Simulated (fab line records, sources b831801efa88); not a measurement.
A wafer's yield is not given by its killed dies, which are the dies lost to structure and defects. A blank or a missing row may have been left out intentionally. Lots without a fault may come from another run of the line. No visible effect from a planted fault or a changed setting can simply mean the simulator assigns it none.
Matching of chambers / flow sky130 / 4 sister chambers for SKY_VIA2_ETCH_14 on rieDiel-01
The step etches BARC in N2/H2, stops on SiO2, time 45.9 s, target depth 60 nm. 8 wafers are shown with their chamber, then 12 later ones without.

## WAFERS, EACH WITH ITS CHAMBER
wafer=L083.5; chamber=3; throttleValvePct (%)=13.213; oesProductAu (a.u.)=0.851
wafer=L087.3; chamber=0; throttleValvePct (%)=13.237; oesProductAu (a.u.)=0.859
wafer=L087.4; chamber=2; throttleValvePct (%)=13.228; oesProductAu (a.u.)=0.855
wafer=L088.3; chamber=3; throttleValvePct (%)=13.221; oesProductAu (a.u.)=0.855
wafer=L088.5; chamber=1; throttleValvePct (%)=13.224; oesProductAu (a.u.)=0.855
wafer=L089.2; chamber=0; throttleValvePct (%)=13.216; oesProductAu (a.u.)=0.848
wafer=L089.4; chamber=2; throttleValvePct (%)=13.229; oesProductAu (a.u.)=0.858
wafer=L089.5; chamber=1; throttleValvePct (%)=13.238; oesProductAu (a.u.)=0.856

## WAFERS WITHOUT THEIR CHAMBER
wafer=L090.1; throttleValvePct (%)=13.211; oesProductAu (a.u.)=0.850
wafer=L090.2; throttleValvePct (%)=13.224; oesProductAu (a.u.)=0.854
wafer=L090.6; throttleValvePct (%)=13.220; oesProductAu (a.u.)=0.851
wafer=L091.2; throttleValvePct (%)=13.231; oesProductAu (a.u.)=0.857
wafer=L091.3; throttleValvePct (%)=13.221; oesProductAu (a.u.)=0.863
wafer=L091.6; throttleValvePct (%)=13.220; oesProductAu (a.u.)=0.861
wafer=L092.1; throttleValvePct (%)=13.219; oesProductAu (a.u.)=0.868
wafer=L092.3; throttleValvePct (%)=13.218; oesProductAu (a.u.)=0.856
wafer=L092.5; throttleValvePct (%)=13.221; oesProductAu (a.u.)=0.862
wafer=L096.3; throttleValvePct (%)=13.219; oesProductAu (a.u.)=0.858
wafer=L096.4; throttleValvePct (%)=13.218; oesProductAu (a.u.)=0.855
wafer=L096.6; throttleValvePct (%)=13.215; oesProductAu (a.u.)=0.853

## WHICH CHAMBER EACH WENT THROUGH
wafer=L090.1; from the rows above=can't be placed: 3 or 0 or 2 or 1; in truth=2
wafer=L090.2; from the rows above=can't be placed: 0 or 2 or 3 or 1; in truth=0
wafer=L090.6; from the rows above=can't be placed: 3 or 0 or 2 or 1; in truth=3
wafer=L091.2; from the rows above=can't be placed: 2 or 1 or 0 or 3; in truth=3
wafer=L091.3; from the rows above=can't be placed: 2 or 1 or 0 or 3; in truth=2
wafer=L091.6; from the rows above=can't be placed: 2 or 1 or 0 or 3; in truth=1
wafer=L092.1; from the rows above=can't be placed: 2 or 1 or 0 or 3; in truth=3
wafer=L092.3; from the rows above=can't be placed: 3 or 0 or 2 or 1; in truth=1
wafer=L092.5; from the rows above=can't be placed: 2 or 1 or 0 or 3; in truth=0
wafer=L096.3; from the rows above=can't be placed: 2 or 3 or 0 or 1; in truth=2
wafer=L096.4; from the rows above=can't be placed: 3 or 0 or 2 or 1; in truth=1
wafer=L096.6; from the rows above=can't be placed: 3 or 0 or 2 or 1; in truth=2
Correctly placed: 0 of 12. Not placeable from these rows: 12 (in 12, the candidates include the true chamber). Number placed wrongly: 0.
How it was worked out, from the rows above alone: a wafer's distance from a chamber is the root of the sum, over the readings, of the square of ((its reading less the chamber's mean) divided by the reading's scatter). The wafer belongs to the nearest chamber; if the next one is less than 2 further off, it can't be placed. A chamber's mean is the mean of its shown wafers. How the scatter is found: for the shown wafers, subtract from each reading the mean of its chamber, square and add these, divide the total by (wafers less chambers), then take the root.
